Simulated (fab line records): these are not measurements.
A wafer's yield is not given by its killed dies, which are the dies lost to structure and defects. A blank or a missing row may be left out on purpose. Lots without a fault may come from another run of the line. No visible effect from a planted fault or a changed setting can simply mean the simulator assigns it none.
Which tool is to blame? -- flow sky130 -- 36 wafers from 12 lots sampled at 4 of the route's 708 steps

== WHAT EACH GAUGE READ, for each wafer ==
SKY_METAL5_THK_MEAS_06: measures by xrf.
lot,measured,on,METAL5_ALCU_THK (nm)
L234,day 43 07:17,film_metro-02,1159 1152 1161
L235,day 43 16:51,film_metro-04,1144 1159 1157
L236,day 43 20:03,film_metro-04,1147 1128 1129
L238,day 45 08:08,film_metro-04,1157 1150 1150
L243,day 46 10:35,film_metro-01,1156 1155 1161
L241,day 46 15:07,film_metro-02,1139 1130 1134
L245,day 47 01:14,film_metro-04,1130 1139 1122
L246,day 47 10:43,film_metro-02,1137 1138 1151
L247,day 47 14:07,film_metro-02,1125 1127 1135
L249,day 47 18:30,film_metro-02,1142 1142 1136
L255,day 48 14:40,film_metro-04,1108 1116 1113
L254,day 48 16:32,film_metro-02,1114 1114 1107

== TOOL THAT RAN EACH LOT (tool first, then ch and the chambers of the sampled wafers, then the start) ==
lot,SKY_METAL1_ETCH_18,SKY_VIA4_CVD_18,SKY_METAL5_SPUTTER_02
L234,"rie_metal-04 ch 0,1, day 33 05:31","cvd_w-02 ch 1, day 43 06:22","pvd_sputter-02, day 43 07:03"
L235,"rie_metal-02 ch 0,1, day 33 16:43","cvd_w-01 ch 0,1, day 43 15:56","pvd_sputter-04, day 43 16:37"
L236,"rie_metal-02 ch 0,1, day 33 18:36","cvd_w-02 ch 0,1, day 43 19:08","pvd_sputter-04, day 43 19:49"
L238,"rie_metal-02 ch 1, day 35 14:59","cvd_w-01 ch 0,1, day 45 07:13","pvd_sputter-04, day 45 07:54"
L243,"rie_metal-02 ch 0,1, day 37 00:08","cvd_w-02 ch 0,1, day 46 09:40","pvd_sputter-02, day 46 10:21"
L241,"rie_metal-04 ch 0,1, day 37 05:03","cvd_w-02 ch 0,1, day 46 14:10","pvd_sputter-01, day 46 14:52"
L245,"rie_metal-02 ch 0,1, day 37 18:26","cvd_w-01 ch 1, day 46 23:59","pvd_sputter-01, day 47 01:00"
L246,"rie_metal-02 ch 0,1, day 38 04:41","cvd_w-02 ch 0,1, day 47 09:45","pvd_sputter-02, day 47 10:28"
L247,"rie_metal-04 ch 1, day 38 10:22","cvd_w-01 ch 0,1, day 47 13:12","pvd_sputter-01, day 47 13:53"
L249,"rie_metal-02 ch 0,1, day 38 15:28","cvd_w-01 ch 0,1, day 47 17:37","pvd_sputter-04, day 47 18:14"
L255,"rie_metal-04 ch 0, day 39 16:26","cvd_w-02 ch 0,1, day 48 13:40","pvd_sputter-01, day 48 14:24"
L254,"rie_metal-04 ch 0,1, day 39 19:30","cvd_w-02 ch 0, day 48 15:30","pvd_sputter-01, day 48 16:17"
- SKY_METAL1_ETCH_18: etches BARC in N2/H2, stops on SiO2, time 45.9 s, target depth 60 nm.
- SKY_VIA4_CVD_18: deposits W, target thk 505 nm, time 152.14 s.
- SKY_METAL5_SPUTTER_02: material AlCu, target thk 1150 nm, time 61.2 s.

== WHAT THE TOOLS THEMSELVES READ (means of the sampled wafers that have a number; where no wafer has one, the mark that the record gives instead) ==
SKY_METAL1_ETCH_18.
lot,tool,drypump_motor_current_A (A),he_backside_leak_sccm (sccm),oes_product_au (a.u.),throttle_valve_pct (%)
L234,rie_metal-04,6.03,3.22,0.851,13.227
L235,rie_metal-02,5.84,3.30,0.849,13.210
L236,rie_metal-02,5.89,3.24,0.853,13.224
L238,rie_metal-02,5.81,3.16,0.858,13.224
L243,rie_metal-02,5.88,3.35,0.852,13.227
L241,rie_metal-04,5.94,3.23,0.857,13.225
L245,rie_metal-02,5.89,3.33,0.855,13.219
L246,rie_metal-02,5.89,3.46,0.850,13.223
L247,rie_metal-04,5.82,3.10,0.855,13.212
L249,rie_metal-02,5.87,3.20,0.851,13.223
L255,rie_metal-04,6.10,3.18,0.859,13.230
L254,rie_metal-04,5.99,3.22,0.855,13.220

SKY_VIA4_CVD_18.
lot,tool,heater_power_w (W)
L234,cvd_w-02,762
L235,cvd_w-01,871
L236,cvd_w-02,758
L238,cvd_w-01,880
L243,cvd_w-02,767
L241,cvd_w-02,778
L245,cvd_w-01,934
L246,cvd_w-02,788
L247,cvd_w-01,815
L249,cvd_w-01,811
L255,cvd_w-02,794
L254,cvd_w-02,793

SKY_METAL5_SPUTTER_02.
lot,tool,throttle_valve_pct (%)
L234,pvd_sputter-02,29.2
L235,pvd_sputter-04,31.0
L236,pvd_sputter-04,30.6
L238,pvd_sputter-04,30.9
L243,pvd_sputter-02,30.0
L241,pvd_sputter-01,29.7
L245,pvd_sputter-01,29.4
L246,pvd_sputter-02,30.0
L247,pvd_sputter-01,29.6
L249,pvd_sputter-04,31.2
L255,pvd_sputter-01,30.0
L254,pvd_sputter-01,29.1

== THE ANSWER, worked out from the rows above alone ==
Rule: the lots themselves supply what counts as usual. The widest of any qualifying gaps counts: lots, ordered by their means at a reading, are off when they make up no more than a third of the lots, leave a main group of 4 or more, and stand apart from it by 3 or more times the standard deviation of that group's means. If all means in a main group match to the digits the tables above print for the reading, that group is not used. Also off: a lot with no number at a reading for which 4 or more lots have one. Any other lot the step has rows for is counted as sound. First the gauges in route order, then the tools' own readings, where a lot's mean is used as printed above. The first step at which some lot is off is used, and at that step the reading that is off furthest; a lot without a number counts as furthest.
No lot is off at any reading shown: from this, nothing can be told.

== WHAT WAS PUT IN BY THE SIMULATOR ==
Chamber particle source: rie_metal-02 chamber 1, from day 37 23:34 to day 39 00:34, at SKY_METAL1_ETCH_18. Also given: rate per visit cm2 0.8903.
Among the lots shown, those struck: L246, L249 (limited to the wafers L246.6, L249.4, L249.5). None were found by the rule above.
